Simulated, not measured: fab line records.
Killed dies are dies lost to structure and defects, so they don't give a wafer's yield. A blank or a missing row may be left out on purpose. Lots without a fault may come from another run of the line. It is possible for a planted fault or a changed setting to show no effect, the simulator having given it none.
Which tool is to blame? || flow sfq line || 14 lots, 42 wafers sampled, at 1 step of a route of 325

## WHAT THE GAUGES READ, wafer by wafer
The record holds no reading of a measuring or inspecting step that can be judged against a usual standard deviation.

## WHICH TOOL RAN EACH LOT (tool, then ch and the chambers of the sampled wafers, then the start)
{"lot": "L301", "SFQ_TRILAYER_I5_LITHO_DEVELOP_146": "litho track-03 ch 0, day 62 07:48"}
{"lot": "L304", "SFQ_TRILAYER_I5_LITHO_DEVELOP_146": "litho track-01 ch 0, day 62 17:27"}
{"lot": "L306", "SFQ_TRILAYER_I5_LITHO_DEVELOP_146": "litho track-04 ch 0, day 63 07:57"}
{"lot": "L307", "SFQ_TRILAYER_I5_LITHO_DEVELOP_146": "litho track-04 ch 0, day 63 16:27"}
{"lot": "L308", "SFQ_TRILAYER_I5_LITHO_DEVELOP_146": "litho track-01 ch 0, day 64 04:47"}
{"lot": "L311", "SFQ_TRILAYER_I5_LITHO_DEVELOP_146": "litho track-04 ch 0, day 66 04:13"}
{"lot": "L313", "SFQ_TRILAYER_I5_LITHO_DEVELOP_146": "litho track-04 ch 0, day 66 11:32"}
{"lot": "L315", "SFQ_TRILAYER_I5_LITHO_DEVELOP_146": "litho track-04, day 66 17:38"}
{"lot": "L316", "SFQ_TRILAYER_I5_LITHO_DEVELOP_146": "litho track-01, day 66 23:23"}
{"lot": "L317", "SFQ_TRILAYER_I5_LITHO_DEVELOP_146": "litho track-04 ch 0, day 67 03:37"}
{"lot": "L318", "SFQ_TRILAYER_I5_LITHO_DEVELOP_146": "litho track-01 ch 0, day 67 08:22"}
{"lot": "L322", "SFQ_TRILAYER_I5_LITHO_DEVELOP_146": "litho track-03 ch 0, day 68 23:53"}
{"lot": "L323", "SFQ_TRILAYER_I5_LITHO_DEVELOP_146": "litho track-04 ch 0, day 69 02:16"}
{"lot": "L324", "SFQ_TRILAYER_I5_LITHO_DEVELOP_146": "litho track-04 ch 0, day 69 09:05"}
- SFQ_TRILAYER_I5_LITHO_DEVELOP_146: time 60 s.

## AS READ BY THE TOOLS THEMSELVES (means over the sampled wafers that have a number; for cases with no such wafer, the mark the record gives instead)
SFQ_TRILAYER_I5_LITHO_DEVELOP_146.
{"lot": "L301", "tool": "litho track-03", "chill plate temp C (C)": 23.02, "exhaust pa (Pa)": 44.9}
{"lot": "L304", "tool": "litho track-01", "chill plate temp C (C)": 22.94, "exhaust pa (Pa)": 45.9}
{"lot": "L306", "tool": "litho track-04", "chill plate temp C (C)": 22.87, "exhaust pa (Pa)": 44.2}
{"lot": "L307", "tool": "litho track-04", "chill plate temp C (C)": 22.84, "exhaust pa (Pa)": 44.9}
{"lot": "L308", "tool": "litho track-01", "chill plate temp C (C)": 23.08, "exhaust pa (Pa)": 45.6}
{"lot": "L311", "tool": "litho track-04", "chill plate temp C (C)": 22.96, "exhaust pa (Pa)": 45.4}
{"lot": "L313", "tool": "litho track-04", "chill plate temp C (C)": 22.93, "exhaust pa (Pa)": 44.5}
{"lot": "L315", "tool": "litho track-04", "chill plate temp C (C)": "-", "exhaust pa (Pa)": "-"}
{"lot": "L316", "tool": "litho track-01", "chill plate temp C (C)": "-", "exhaust pa (Pa)": "-"}
{"lot": "L317", "tool": "litho track-04", "chill plate temp C (C)": 23.10, "exhaust pa (Pa)": 45.3}
{"lot": "L318", "tool": "litho track-01", "chill plate temp C (C)": 22.97, "exhaust pa (Pa)": 44.9}
{"lot": "L322", "tool": "litho track-03", "chill plate temp C (C)": 22.88, "exhaust pa (Pa)": 43.6}
{"lot": "L323", "tool": "litho track-04", "chill plate temp C (C)": 23.01, "exhaust pa (Pa)": 44.0}
{"lot": "L324", "tool": "litho track-04", "chill plate temp C (C)": 23.02, "exhaust pa (Pa)": 45.2}

## THE ANSWER, worked out from the rows above alone
Rule: the usual values come from the lots themselves. Put in order of their means at a reading, lots are off if they are a third of the lots or fewer, leave a main group of 4 or more, and stand apart from it by a gap of 3 or more times the standard deviation of the main group's means; of several such gaps the widest counts. A main group whose means are all the same, to the digits that the tables above print for the reading, isn't used. A lot without any number at a reading at which 4 lots or more have one is off too. The other lots that the step has rows for count as sound. After the gauges, taken in route order, come the tools' own readings; for these a lot's mean is taken, as printed above. The first step at which some lot is off is used, and at that step the reading that is off furthest; a lot without a number counts as furthest.
Off: L315, L316 (SFQ_TRILAYER_I5_LITHO_DEVELOP_146, chill plate temp C). Without a number there: L315, L316. The main group: mean 22.97 C, standard deviation 0.078.
If a tool, at that step or one of the process steps before it, ran each lot that is off and ran no sound lot following the first of them, it fits. Not one of the candidates tried fits.

## WHAT THE SIMULATOR HAD PUT IN
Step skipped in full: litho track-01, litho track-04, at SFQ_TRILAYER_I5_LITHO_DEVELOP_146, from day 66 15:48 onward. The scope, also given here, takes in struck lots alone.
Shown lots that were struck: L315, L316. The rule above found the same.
